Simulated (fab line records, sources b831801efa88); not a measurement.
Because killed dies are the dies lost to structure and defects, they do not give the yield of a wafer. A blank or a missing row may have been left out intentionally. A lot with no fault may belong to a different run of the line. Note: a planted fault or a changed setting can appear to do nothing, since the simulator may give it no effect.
Which tool was responsible? + flow gf180mcu + at 1 step of a route of 602, 6 lots with 18 wafers sampled

## WHAT EACH GAUGE READ, for each wafer
GF_VT_IMPLANT_OVL_MEAS_18.
| lot  | measured     | on         | VT_IMPLANT_01_OVL (nm) |
|------|--------------|------------|------------------------|
| L694 | day 6 22:50  | overlay-01 | -2.5 -3.7 -0.9         |
| L698 | day 8 09:23  | overlay-02 | 2.2 -0.2 -1.7          |
| L700 | day 8 17:07  | overlay-02 | -1.2 -2.6 -2.2         |
| L702 | day 9 08:38  | overlay-02 | 0.7 1.0 0.8            |
| L705 | day 10 04:01 | overlay-01 | -0.2 0.6 1.3           |
| L710 | day 11 08:58 | overlay-02 | -0.1 -1.7 -1.1         |

## EACH LOT AND THE TOOL THAT RAN IT (in order: tool; ch and the chambers of the sampled wafers; start)
Record: no process step prior to these readings.

## THE ANSWER, worked out from the rows above alone
Rule: the usual values come from the lots themselves. The widest of any qualifying gaps counts: lots, ordered by their means at a reading, are off when they make up no more than a third of the lots, leave a main group of 4 or more, and stand apart from it by 3 or more times the standard deviation of that group's means. If all means in a main group match to the digits the tables above print for the reading, that group is not used. Also off: a lot with no number at a reading for which 4 or more lots have one. All remaining lots with rows at the step are treated as sound.
Nothing can be told from this: no lot is off at any reading shown.

## WHAT THE SIMULATOR HAD INSERTED
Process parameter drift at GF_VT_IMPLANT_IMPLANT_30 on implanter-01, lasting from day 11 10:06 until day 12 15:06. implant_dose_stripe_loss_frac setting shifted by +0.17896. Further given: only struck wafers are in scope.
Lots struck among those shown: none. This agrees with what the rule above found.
